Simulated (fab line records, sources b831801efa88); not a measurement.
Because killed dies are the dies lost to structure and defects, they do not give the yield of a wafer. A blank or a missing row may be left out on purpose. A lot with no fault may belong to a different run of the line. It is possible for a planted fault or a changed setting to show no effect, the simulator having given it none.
fab line records	flow sky130	part 2 of 2: steps 43 to 43 of 43
record: lots: 6	wafers: 18	last-day: 49
route steps=708 shown VIA2@511 METAL3@532 CAPM@537 PAD_OPEN@708
lots untouched by any fault: they come from a run of this same line in which no faults occurred
start-h: hours from the record's opening day to when the first of the lot's shown wafers began	wait-h: hours since the lot's step before	" same as the row above	L1.1+2: several wafers, shown together as one row	- no value present, or no start provided	* or withheld: withheld	< > ~ a bound
route shown NAME@n: a module of which the file shows steps, and the number in the route of the first	usual: average and standard deviation across the fault-free wafers	same: alike in all rows	chamber/n: place in a boat	sites: each site's reading	_std_site: their standard deviation	_edge_site: the outer-site mean with the inner-site mean subtracted	radius-mm: how far each site lies from the wafer's centre	mask NAME#n: copy n	behind: the tool/chamber that last shaped the wafer	hold: why the lot went on hold/how many hours it stayed there/how the hold came to an end	device: transistor that didn't switch, given as n, p or np	end of line: tests run on the same wafers once the route is complete	where a step has no rows: the recipe by itself	killed: dies that structure and defects cost at the first sort, which is not the same as the wafer's yield	map: a wafer's dies, x killed, . not, _ none there
set.NAME: the setting as run; set.NAME@STEP: as run at that earlier step	model.NAME: the simulator's own value behind a step, which no gauge read
lots at some steps of the route; a table a step, a row a wafer
services: the hour from which a tool's chamber was out of use, counted from the record's first day as start-h (under 0 if before that day), plus the number of hours and why
== steps ==
step: SKY_PAD_OPEN_PROBE_99
usual: defect-limited-yield: 82.4/1.8	killed_at_M0_to_M3: 44/7	killed_at_M4_up: 3.0/1.8	killed-at-contacts: 24/4.9	killed-at-front-end: 15/5	killed-at-other: 0.2/0.53	killed-dies: 87/8.7	killed-on-rim: 17/4	killed-open: 48/6.8	killed-short: 39/5.7	sort_bin_3_pad_short: 0.9/0.42	sort_bin_5_function: 10.4/1.5	sort_bin_6_memory: 6.3/1.1	sort-n-pass: 405/8.7	sort-yield-pct: 82.4/1.8
same: gross-dies: 492	killed-at-back-side: 0	sort_bin_4_leakage[%]: 0	sort_bin_8_speed[%]: 0
lot.wafer	tool	chamber	start-h	wait-h	defect-limited-yield[%]	killed_at_M0_to_M3	killed_at_M4_up	killed-at-contacts	killed-at-front-end	killed-at-other	killed-dies	killed-on-rim	killed-open	killed-short	sort_bin_3_pad_short[%]	sort_bin_5_function[%]	sort_bin_6_memory[%]	sort-n-pass	sort-yield-pct[%]	model.etest.tester.sort-n-pass	model.etest.tester.sort-yield-pct	model.etest.tester.sort_bin_5_pct	model.etest.tester.sort_bin_3_pct
L637.2	prober-01	-	1101.41	0.1	82.7	47	4	25	9	0	85	18	47	38	1.2	11.0	5.1	407	82.7	407	82.72	10.98	1.22
L637.3	prober-01	-	1101.46	0.2	83.1	53	4	14	12	0	83	7	50	33	1.0	8.9	6.9	409	83.1	409	83.13	8.943	1.016
L637.5	prober-01	-	1101.56	0.2	82.3	44	1	24	17	1	87	17	49	38	0.8	10.4	6.5	405	82.3	405	82.32	10.37	0.813
L638.1	prober-02	-	1106.97	0.1	81.7	42	0	29	19	0	90	20	49	41	0.4	12.4	5.5	402	81.7	402	81.71	12.4	0.4065
L638.3	prober-02	-	1107.07	0.2	81.9	36	3	28	21	1	89	20	49	40	0.6	10.8	6.7	403	81.9	403	81.91	10.77	0.6098
L638.5	prober-02	-	1107.17	0.2	80.5	46	6	27	17	0	96	24	48	48	1.2	12.0	6.3	396	80.5	396	80.49	11.99	1.22
L641.2	prober-01	-	1127.74	0.1	82.5	27	2	36	21	0	86	11	55	31	1.0	12.0	4.5	406	82.5	406	82.52	11.99	1.016
L641.4	prober-01	-	1127.84	0.2	82.9	44	1	25	14	0	84	22	43	41	0.4	10.4	6.3	408	82.9	408	82.93	10.37	0.4065
L641.6	prober-01	-	1127.94	0.2	83.7	39	2	26	13	0	80	13	40	40	0.8	9.1	6.3	412	83.7	412	83.74	9.146	0.813
L645.3	prober-02	-	1145.07	0.2	81.9	58	3	18	8	2	89	21	39	27	2.8	10.0	5.3	403	81.9	403	81.91	9.959	2.846
L645.4	prober-02	-	1145.12	0.2	84.3	35	3	29	9	1	77	12	33	44	0.8	9.8	5.1	415	84.3	415	84.35	9.756	0.813
L645.6	prober-02	-	1145.22	0.2	81.1	48	5	26	14	0	93	20	57	36	0.8	13.2	4.9	399	81.1	399	81.1	13.21	0.813
L646.1	prober-02	-	1150.57	0.1	78.5	73	2	22	9	0	106	30	42	38	2.8	13.2	5.5	386	78.5	386	78.46	13.21	2.846
L646.4	prober-02	-	1150.72	0.2	74.8	76	5	26	17	0	124	29	52	47	2.8	14.6	7.7	368	74.8	368	74.8	14.63	2.846
L646.6	prober-02	-	1150.82	0.2	87.2	41	2	10	10	0	63	15	33	30	0.8	7.3	4.7	429	87.2	429	87.2	7.317	0.813
L652.1	prober-02	-	1180.66	0.1	82.1	55	3	18	12	0	88	14	44	44	0.8	10.2	6.9	404	82.1	404	82.11	10.16	0.813
L652.5	prober-02	-	1180.86	0.2	82.1	52	2	21	12	1	88	20	49	39	0	12.4	5.5	404	82.1	404	82.11	12.4	0
L652.6	prober-02	-	1180.91	0.2	82.1	53	0	19	16	0	88	21	55	33	0.6	11.2	6.1	404	82.1	404	82.11	11.18	0.6098
killed by level:class
L637.2 VIA2:geometric-particle:open=10 CONTACT:geometric-particle:open=10 VIA3:geometric-particle:open=8 LI_CONTACT:geometric-particle:open=7 VIA1:geometric-particle:open=7 METAL2:geometric-particle:short=7 METAL1:geometric-particle:short=6 VIA1:geometric-particle:short=5
L637.3 VIA1:geometric-particle:open=16 VIA2:geometric-particle:open=9 POLY_GATE:geometric-particle:short=7 LI_CONTACT:geometric-particle:open=6 VIA3:geometric-particle:open=5 METAL1:geometric-particle:short=4 METAL1:geometric-particle:open=4 VIA2:geometric-particle:short=4
L637.5 CONTACT:geometric-particle:open=11 VIA3:geometric-particle:open=8 VIA1:geometric-particle:open=8 LI_CONTACT:geometric-particle:open=7 VIA2:geometric-particle:open=6 FIELD_ISO:geometric-particle:short=5 POLY_GATE:geometric-particle:short=4 VIA1:geometric-particle:short=4
L638.1 VIA1:geometric-particle:open=14 LI_CONTACT:geometric-particle:open=10 LOCAL_INTERCONNECT:geometric-particle:short=8 CONTACT:geometric-particle:open=7 POLY_GATE:geometric-particle:short=6 VIA2:geometric-particle:open=6 FIELD_ISO:geometric-particle:short=5 VIA3:geometric-particle:open=5
L638.3 VIA1:geometric-particle:open=11 CONTACT:geometric-particle:open=11 VIA2:geometric-particle:open=5 FIELD_ISO:geometric-particle:short=5 POLY_GATE:geometric-particle:short=5 LI_CONTACT:geometric-particle:open=5 LOCAL_INTERCONNECT:geometric-particle:short=5 FIELD_ISO:geometric-particle:open=4
L638.5 VIA1:geometric-particle:open=19 VIA1:geometric-particle:short=9 LI_CONTACT:geometric-particle:open=9 LOCAL_INTERCONNECT:geometric-particle:short=7 METAL4:geometric-particle:short=6 CONTACT:geometric-particle:open=6 FIELD_ISO:geometric-particle:short=5 CONTACT:geometric-particle:short=5
L641.2 CONTACT:geometric-particle:open=16 LI_CONTACT:geometric-particle:open=9 VIA1:geometric-particle:open=7 FIELD_ISO:geometric-particle:short=6 VIA2:geometric-particle:open=6 FIELD_ISO:geometric-particle:open=5 LOCAL_INTERCONNECT:geometric-particle:short=5 POLY_GATE:geometric-particle:open=4
L641.4 VIA1:geometric-particle:open=9 LI_CONTACT:geometric-particle:open=7 CONTACT:geometric-particle:open=7 VIA3:geometric-particle:open=6 VIA2:geometric-particle:open=6 CONTACT:geometric-particle:short=5 LOCAL_INTERCONNECT:geometric-particle:short=5 METAL1:geometric-particle:short=5
L641.6 LI_CONTACT:geometric-particle:open=10 VIA1:geometric-particle:open=7 CONTACT:geometric-particle:short=7 VIA3:geometric-particle:open=7 CONTACT:geometric-particle:open=6 POLY_GATE:geometric-particle:short=5 METAL1:geometric-particle:short=5 VIA2:geometric-particle:open=5
L645.3 VIA2:unspecified=23 CONTACT:geometric-particle:open=8 VIA2:geometric-particle:open=7 LI_CONTACT:geometric-particle:open=5 METAL2:geometric-particle:open=5 VIA1:geometric-particle:open=4 FIELD_ISO:geometric-particle:open=4 METAL1:geometric-particle:short=4
L645.4 CONTACT:geometric-particle:open=9 CONTACT:geometric-particle:short=8 VIA1:geometric-particle:open=6 METAL1:geometric-particle:short=5 LI_CONTACT:geometric-particle:open=5 METAL2:geometric-particle:short=5 VIA3:geometric-particle:short=5 LOCAL_INTERCONNECT:geometric-particle:short=4
L645.6 VIA1:geometric-particle:open=15 CONTACT:geometric-particle:open=12 VIA1:geometric-particle:short=9 VIA2:geometric-particle:open=8 LI_CONTACT:geometric-particle:open=7 FIELD_ISO:geometric-particle:open=5 METAL1:geometric-particle:short=5 CONTACT:geometric-particle:short=4
L646.1 VIA2:unspecified=26 CONTACT:geometric-particle:open=7 METAL1:geometric-particle:short=7 VIA3:geometric-particle:open=7 METAL2:geometric-particle:short=6 LI_CONTACT:geometric-particle:open=6 VIA1:geometric-particle:open=6 VIA1:geometric-particle:short=6
L646.4 VIA2:unspecified=24 VIA1:geometric-particle:open=11 CONTACT:geometric-particle:open=9 VIA1:geometric-particle:short=7 VIA2:geometric-particle:open=7 FIELD_ISO:geometric-particle:open=6 VIA3:geometric-particle:open=6 METAL2:geometric-particle:short=6
L646.6 VIA1:geometric-particle:open=10 METAL2:geometric-particle:short=8 VIA3:geometric-particle:open=7 CONTACT:geometric-particle:open=4 VIA2:geometric-particle:open=4 VIA2:geometric-particle:short=4 FIELD_ISO:geometric-particle:short=3 FIELD_ISO:geometric-particle:open=3
L652.1 VIA1:geometric-particle:open=12 METAL1:geometric-particle:short=10 VIA2:geometric-particle:open=9 VIA1:geometric-particle:short=7 FIELD_ISO:geometric-particle:short=5 LI_CONTACT:geometric-particle:open=5 CONTACT:geometric-particle:open=5 METAL2:geometric-particle:short=5
L652.5 VIA1:geometric-particle:open=17 VIA3:geometric-particle:open=8 VIA1:geometric-particle:short=6 VIA2:geometric-particle:open=6 CONTACT:geometric-particle:short=5 CONTACT:geometric-particle:open=5 POLY_CUT:geometric-particle:short=4 LI_CONTACT:geometric-particle:open=4
L652.6 VIA2:geometric-particle:open=13 VIA1:geometric-particle:open=11 CONTACT:geometric-particle:open=8 VIA3:geometric-particle:open=8 VIA1:geometric-particle:short=6 FIELD_ISO:geometric-particle:open=5 LI_CONTACT:geometric-particle:open=4 FIELD_ISO:geometric-particle:short=3
map L645.6 (x killed, . not)
__________.....xx.xx_________
________......x..xxx.._______
______.....xx..........._____
_____...........x......x.____
____.x........x..x.......x___
___...xxx..x...x.xx....x...__
__.x....x........x......xx.._
_.....x.xx...x...x...........
_.....x......x.x.....x...x...
_x.....x...x..........x......
_..x..x.....x..x..x....x..x.x
_...x.........x..xx.x......x.
_x........x......xx.xxx.....x
_...x.x...............x......
_......x.......x.....x..x....
__...x...........x...x..xxx._
___...x.............x.xx...__
____.......x....x...x....x___
_____...........x........____
______.xx.x............._____
________x............._______
__________...xx....._________
map L646.4 (x killed, . not)
__________xxxxxxxxx._________
________xxxxxxxxxxx.xx_______
______...x.xxxxxx....x.._____
_____......x...xx..xx...x____
____..x..........xx.x.xx.x___
___xx......x.......x...x...__
__..........x.........xx...._
_............x..........x....
_.x.x....xxxx.xx...xx........
_...x..x............x..xx....
_.x..x.....x..x....x.xx.x....
_x....x...x...x...x..........
_.x......xx....x...xxx.......
_....x....x......x..xx.....x.
_x.......x..........x...x....
__.x.......x....x..........._
___.x.x..x..x.x.....x......__
____x....x...x...x....xxx.___
_____......x...x...x.....____
______...x..........xx.x_____
________.......x......_______
__________....x.x..._________
== services ==
tool	chamber	start-h	hours	kind
plasma-asher-03	-	873.21	4.2	repair
cvd-w-02	-	877.83	0.6	repair
cvd-w-02	1	879.38	8.0	repair
pvd-sputter-02	-	879.73	4.7	repair
pvd-sputter-02	-	883.68	1.9	repair
pvd-sputter-02	-	886.52	8.0	repair
cmp-01	-	899.61	26.6	repair
pvd-sputter-01	-	900.27	2.9	repair
cvd-w-02	-	904.00	14.0	pm
cmp-02	-	912.05	4.0	pm
cvd-w-02	1	914.83	9.1	repair
plasma-asher-03	-	916.93	2.8	pm
cvd-w-01	-	918.00	2.8	pm
cvd-w-02	-	921.15	2.8	pm
cmp-01	-	926.22	4.9	pm
pvd-sputter-02	-	929.84	1.9	repair
cmp-01	-	937.13	0.5	repair
cmp-01	-	950.83	4.0	repair
cmp-01	-	966.08	16.0	repair
pvd-sputter-01	-	978.01	2.5	repair
cmp-02	-	982.08	6.8	pm
pvd-sputter-01	-	1004.63	2.2	repair
cvd-w-01	-	1008.57	2.0	repair
cmp-02	-	1009.49	6.2	repair
== key ==
first-sign: step: SKY_PAD_OPEN_PROBE_99	reading: sort_bin_3_pad_short	direction: up	sigmas: 4.5	usual: 0.9	struck: 2.8
effect: step: SKY_PAD_OPEN_PROBE_99	reading: killed_at_M0_to_M3	direction: up	sigmas: 3.5	usual: 44	struck: 69
model-effect: step: SKY_PAD_OPEN_PROBE_99	value: etest.tester.sort-n-pass	without: 406.3	struck: 385.7
met-at SKY_VIA2_STRIP_16
struck-wafers L645.3,L646.1,L646.4
onset-between 889.73 936.98
fault: kind: chamber-particle-source	tool: plasma-asher-01	chamber: 1	onset-h: 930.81	steps: SKY_VIA2_STRIP_16	rate-per-visit-cm2: 2.0913	end-h: 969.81
